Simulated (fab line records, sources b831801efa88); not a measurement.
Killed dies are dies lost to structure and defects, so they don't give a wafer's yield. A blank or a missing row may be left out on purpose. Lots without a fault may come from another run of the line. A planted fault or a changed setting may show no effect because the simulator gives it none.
Which tool did it? | flow sky130 | 15 lots, 43 wafers sampled, at 7 steps of a route of 708

WHAT THE GAUGES READ, wafer by wafer
SKY_PWDE_OVL_MEAS_07.
lot  | measured    | on         | PWDE_OVL (nm)
L529 | day 3 17:20 | overlay-02 | -1.5 -1.0 -1.9
L530 | day 4 00:08 | overlay-01 | -2.8 -2.8 -0.5
L531 | day 4 04:14 | overlay-01 | 1.2 0.0 1.4
L533 | day 4 20:57 | overlay-01 | 2.2 2.1 1.5
L534 | day 5 02:26 | overlay-01 | 1.3 1.4 0.6
L535 | day 5 07:33 | overlay-01 | 3.8 3.0 4.1
L536 | day 5 12:30 | overlay-02 | 2.6 1.7 2.0
L537 | day 5 19:54 | overlay-01 | 1.7 0.4 2.3
L539 | day 6 12:47 | overlay-02 | 0.0 0.4 1.1
L541 | day 6 18:08 | overlay-01 | - 0.7 0.0
L542 | day 6 21:56 | overlay-01 | 0.0 0.5 0.1
L545 | day 7 15:35 | overlay-02 | 2.6 -
L546 | day 7 21:02 | overlay-02 | 0.2 -
L549 | day 8 15:56 | overlay-02 | 2.5 0.4 1.7
L552 | day 9 06:50 | overlay-01 | 3.0 3.5 3.4

SKY_NWELL_OVL_MEAS_10.
lot  | measured     | on         | NWELL_00_OVL (nm)
L529 | day 4 10:04  | overlay-02 | -1.1 -0.3 -0.8
L530 | day 4 17:25  | overlay-01 | 0.2 0.3 -2.3
L531 | day 4 21:01  | overlay-01 | -3.1 -2.5 -3.2
L533 | day 5 14:23  | overlay-02 | 1.1 0.8 2.9
L534 | day 5 21:10  | overlay-02 | -2.7 -2.9 -1.0
L535 | day 6 01:59  | overlay-02 | -2.3 -2.5 -4.2
L536 | day 6 06:59  | overlay-02 | 1.0 -0.2 0.4
L537 | day 6 14:20  | overlay-01 | -0.8 0.6 0.0
L539 | day 7 07:14  | overlay-01 | 0.4 -0.1 0.5
L541 | day 7 13:02  | overlay-01 | - 0.5 -0.5
L542 | day 7 16:23  | overlay-01 | -1.5 -1.0 -2.4
L545 | day 8 12:44  | overlay-02 | -0.5 -
L546 | day 8 18:28  | overlay-02 | -1.1 -
L549 | day 9 13:15  | overlay-01 | -2.1 -0.1 -3.4
L552 | day 10 04:11 | overlay-01 | 0.3 0.2 0.3

SKY_NWELL_OVL_MEAS_23.
lot  | measured     | on         | NWELL_01_OVL (nm)
L529 | day 5 02:47  | overlay-02 | -4.1 -3.9 -3.8
L530 | day 5 10:47  | overlay-02 | -2.6 -3.6 -6.9
L531 | day 5 14:50  | overlay-02 | -1.5 -1.7 0.3
L533 | day 6 09:32  | overlay-02 | -1.6 -2.1 -1.3
L534 | day 6 16:23  | overlay-02 | -1.1 -0.7 -0.1
L535 | day 6 20:59  | overlay-01 | -3.0 -1.4 -0.6
L536 | day 7 02:27  | overlay-02 | 0.4 0.1 -0.2
L537 | day 7 09:21  | overlay-01 | -1.5 -1.0 0.3
L539 | day 8 03:41  | overlay-01 | -0.1 0.3 -1.5
L541 | day 8 09:44  | overlay-02 | - -1.7 -1.7
L542 | day 8 13:40  | overlay-02 | -1.5 -1.9 -2.7
L545 | day 9 10:47  | overlay-02 | -2.7 -
L546 | day 9 15:52  | overlay-02 | -0.3 -
L549 | day 10 11:53 | overlay-02 | -0.9 0.3 0.6
L552 | day 11 03:25 | overlay-01 | -1.2 -1.9 -1.6

SKY_VT_ADJUST_LVTN_OVL_MEAS_07.
lot  | measured     | on         | VT_ADJUST_LVTN_OVL (nm)
L529 | day 6 17:27  | overlay-01 | -1.4 -2.6 -0.3
L530 | day 7 01:40  | overlay-01 | -2.9 -1.0 -0.7
L531 | day 7 05:35  | overlay-01 | 1.0 -0.7 -0.7
L533 | day 8 00:45  | overlay-02 | 1.0 0.8 -0.6
L534 | day 8 09:06  | overlay-01 | -0.6 0.0 0.0
L535 | day 8 13:18  | overlay-02 | 0.0 1.1 -0.3
L536 | day 8 19:28  | overlay-02 | 0.3 -0.2 -0.4
L537 | day 9 03:42  | overlay-01 | -1.1 0.3 1.0
L539 | day 9 22:38  | overlay-02 | -1.7 0.3 -0.4
L541 | day 10 05:59 | overlay-02 | - -1.1 1.8
L542 | day 10 10:24 | overlay-02 | 1.0 1.9 1.0
L545 | day 11 08:58 | overlay-01 | 0.5 -
L546 | day 11 14:12 | overlay-02 | 0.3 -
L549 | day 12 12:39 | overlay-01 | -1.9 -1.1 -1.4
L552 | day 13 05:42 | overlay-01 | -0.7 1.1 -1.2

WHICH TOOL RAN EACH LOT (tool, then ch and the chambers of the sampled wafers, then the start)
lot  | SKY_FIELD_ISO_ETCH_14             | SKY_FIELD_ISO_ETCH_15             | SKY_NWELL_RTA_28
L529 | rie_diel-02 ch 0,1,2, day 2 04:38 | rie_diel-02 ch 0,1,2, day 2 04:40 | rtp_anneal-01 ch 0, day 5 03:13
L530 | rie_diel-02 ch 1,2,3, day 2 10:30 | rie_diel-02 ch 1,2,3, day 2 10:32 | rtp_anneal-01 ch 0, day 5 11:11
L531 | rie_diel-01 ch 0,1,2, day 2 14:27 | rie_diel-01 ch 0,1,2, day 2 14:29 | rtp_anneal-01 ch 0, day 5 15:14
L533 | rie_diel-02 ch 1,3, day 3 05:02   | rie_diel-02 ch 1,3, day 3 05:04   | rtp_anneal-01 ch 0, day 6 09:56
L534 | rie_diel-04 ch 0,1, day 3 09:21   | rie_diel-04 ch 0,1, day 3 09:23   | rtp_anneal-01 ch 0, day 6 16:47
L535 | rie_diel-02 ch 0,1,2, day 3 13:39 | rie_diel-02 ch 0,1,2, day 3 13:41 | rtp_anneal-02 ch 0, day 6 21:23
L536 | rie_diel-04 ch 0,1,2, day 3 19:51 | rie_diel-04 ch 0,1,2, day 3 19:53 | rtp_anneal-01 ch 0, day 7 02:52
L537 | rie_diel-02 ch 1,2, day 4 02:44   | rie_diel-02 ch 1,2, day 4 02:46   | rtp_anneal-02 ch 0, day 7 09:46
L539 | rie_diel-02 ch 0,2,3, day 4 11:54 | rie_diel-02 ch 0,2,3, day 4 11:56 | rtp_anneal-02 ch 0, day 8 04:05
L541 | rie_diel-01 ch 0,1, day 4 19:29   | rie_diel-01 ch 0,1, day 4 19:31   | rtp_anneal-02 ch 0, day 8 10:10
L542 | rie_diel-04 ch 1,3, day 4 23:14   | rie_diel-04 ch 1,3, day 4 23:16   | rtp_anneal-02 ch 0, day 8 14:04
L545 | rie_diel-01 ch 1,2, day 5 19:34   | rie_diel-01 ch 1,2, day 5 19:37   | rtp_anneal-01 ch 0, day 9 11:10
L546 | rie_diel-01 ch 1,3, day 5 22:53   | rie_diel-01 ch 1,3, day 5 22:55   | rtp_anneal-02 ch 0, day 9 16:16
L549 | rie_diel-02 ch 0,1,2, day 6 13:22 | rie_diel-02 ch 0,1,2, day 6 13:25 | rtp_anneal-02 ch 0, day 10 12:19
L552 | rie_diel-02 ch 0,3, day 7 05:32   | rie_diel-02 ch 0,3, day 7 05:34   | rtp_anneal-02 ch 0, day 11 03:49
- SKY_FIELD_ISO_ETCH_14: etches BARC in N2/H2, stops on SiO2, time 45.9 s, target depth 60 nm.
- SKY_FIELD_ISO_ETCH_15: etches the open film in CHF3/O2, stops on Si, target depth 180 nm, time 72 s.
- SKY_NWELL_RTA_28: time 30 s.

WHAT THE TOOLS THEMSELVES READ (means of the sampled wafers that have a number; where no wafer has one, the mark that the record gives instead)
SKY_FIELD_ISO_ETCH_14.
lot  | tool        | bias_w (W) | drypump_motor_current_A (A) | oes_product_au (a.u.) | run_length_s (s) | throttle_valve_pct (%)
L529 | rie_diel-02 | 99.9       | 6.1                         | 0.855                 | 74.2             | 13.224
L530 | rie_diel-02 | 100.1      | 6.2                         | 0.855                 | 74.0             | 13.222
L531 | rie_diel-01 | 100.0      | 5.8                         | 0.854                 | 74.5             | 13.228
L533 | rie_diel-02 | 100.2      | 6.2                         | 0.850                 | 73.9             | 13.229
L534 | rie_diel-04 | 100.0      | 5.4                         | 0.853                 | 74.0             | 13.231
L535 | rie_diel-02 | 100.2      | 6.1                         | 0.852                 | 74.1             | 13.225
L536 | rie_diel-04 | 99.6       | 5.4                         | 0.857                 | 74.0             | 13.226
L537 | rie_diel-02 | 100.1      | 6.0                         | 0.859                 | 74.0             | 13.220
L539 | rie_diel-02 | 100.4      | 6.2                         | 0.852                 | 74.2             | 13.227
L541 | rie_diel-01 | 100.2      | 6.0                         | 0.903                 | 65.8             | 13.221
L542 | rie_diel-04 | 100.0      | 5.7                         | 0.856                 | 74.2             | 13.230
L545 | rie_diel-01 | 100.5      | 5.8                         | 0.923                 | 61.1             | 13.234
L546 | rie_diel-01 | 99.8       | 6.2                         | 0.927                 | 60.8             | 13.236
L549 | rie_diel-02 | 99.7       | 6.1                         | 0.853                 | 74.0             | 13.221
L552 | rie_diel-02 | 99.8       | 6.5                         | 0.860                 | 74.3             | 13.217

SKY_FIELD_ISO_ETCH_15.
lot  | tool        | O2_flow_sccm (sccm) | bias_w (W) | drypump_motor_current_A (A) | oes_product_au (a.u.) | run_length_s (s) | throttle_valve_pct (%)
L529 | rie_diel-02 | 5.016               | 199.9      | 6.1                         | 0.951                 | 100.2            | 8.848
L530 | rie_diel-02 | 4.999               | 200.3      | 6.2                         | 0.949                 | 100.0            | 8.846
L531 | rie_diel-01 | 5.000               | 200.1      | 5.8                         | 0.947                 | 100.6            | 8.850
L533 | rie_diel-02 | 4.994               | 200.0      | 6.2                         | 0.934                 | 100.0            | 8.839
L534 | rie_diel-04 | 5.007               | 199.5      | 5.4                         | 0.956                 | 100.0            | 8.853
L535 | rie_diel-02 | 4.995               | 200.1      | 6.1                         | 0.950                 | 100.2            | 8.859
L536 | rie_diel-04 | 5.004               | 199.9      | 5.4                         | 0.936                 | 100.2            | 8.840
L537 | rie_diel-02 | 4.997               | 200.3      | 6.0                         | 0.945                 | 100.0            | 8.838
L539 | rie_diel-02 | 4.997               | 199.7      | 6.3                         | 0.942                 | 100.2            | 8.845
L541 | rie_diel-01 | 5.008               | 200.0      | 6.0                         | 0.751                 | 100.8            | 8.784
L542 | rie_diel-04 | 5.001               | 200.2      | 5.7                         | 0.949                 | 100.2            | 8.847
L545 | rie_diel-01 | 4.995               | 200.3      | 5.8                         | 0.667                 | 100.5            | 8.760
L546 | rie_diel-01 | 4.985               | 199.8      | 6.2                         | 0.661                 | 100.5            | 8.752
L549 | rie_diel-02 | 5.002               | 200.4      | 6.1                         | 0.947                 | 100.2            | 8.836
L552 | rie_diel-02 | 5.004               | 200.6      | 6.4                         | 0.946                 | 100.2            | 8.846

SKY_NWELL_RTA_28.
lot  | tool          | chamber_o2_ppm | lamp_power_pct (%) | wafer_temp_C_max
L529 | rtp_anneal-01 | 2.004          | 25.33              | 1054.3
L530 | rtp_anneal-01 | 1.972          | 25.29              | 1054.6
L531 | rtp_anneal-01 | 2.014          | 25.31              | 1055.3
L533 | rtp_anneal-01 | 1.994          | 25.32              | 1054.7
L534 | rtp_anneal-01 | 2.014          | 25.26              | 1054.8
L535 | rtp_anneal-02 | 2.018          | 25.25              | 1055.1
L536 | rtp_anneal-01 | 2.005          | 25.33              | 1054.7
L537 | rtp_anneal-02 | 2.013          | 25.32              | 1055.4
L539 | rtp_anneal-02 | 1.961          | 25.30              | 1054.1
L541 | rtp_anneal-02 | 2.009          | 25.29              | 1054.7
L542 | rtp_anneal-02 | 2.006          | 25.29              | 1054.3
L545 | rtp_anneal-01 | 1.984          | 25.27              | 1054.4
L546 | rtp_anneal-02 | 2.010          | 25.30              | 1054.2
L549 | rtp_anneal-02 | 1.992          | 25.32              | 1054.9
L552 | rtp_anneal-02 | 1.990          | 25.30              | 1055.6

THE ANSWER, worked out from the rows above alone
Rule: what is usual is taken from the lots themselves. Put in order of their means at a reading, lots are off if they are a third of the lots or fewer, leave a main group of 4 or more, and stand apart from it by a gap of 3 or more times the standard deviation of the main group's means; of several such gaps the widest counts. A main group whose means are all the same, to the digits that the tables above print for the reading, isn't used. A lot without any number at a reading at which 4 lots or more have one is off too. The other lots that the step has rows for count as sound. The gauges are gone through in route order, then the tools' own readings, and for those a lot's mean is taken as printed above. The first step at which some lot is off is used, and at that step the reading that is off furthest; a lot without a number counts as furthest.
Off: L541, L545, L546, at SKY_FIELD_ISO_ETCH_14 (run_length_s). The main group: mean 74.1 s, standard deviation 0.16.
A tool fits if, at that step or a process step before it, it ran every lot that is off, and no sound lot after the first of them. One fits: rie_diel-01 at SKY_FIELD_ISO_ETCH_14. Its last sound lot is L531 (day 2 14:27), its first lot that is off L541 (day 4 19:29): a fault that began between those two fits.
The tool's own readings at SKY_FIELD_ISO_ETCH_14 bear it out: on the lots that are off they differ by more than 5 times the standard deviation of the sound lots' means. oes_product_au reads 0.918 a.u. there against 0.855 a.u. on the sound lots; run_length_s reads 62.6 s there against 74.1 s on the sound lots.

WHAT THE SIMULATOR HAD PUT IN
Process parameter drift: rie_diel-01, from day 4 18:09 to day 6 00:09, at SKY_FIELD_ISO_ETCH_14. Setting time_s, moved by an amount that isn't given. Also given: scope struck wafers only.
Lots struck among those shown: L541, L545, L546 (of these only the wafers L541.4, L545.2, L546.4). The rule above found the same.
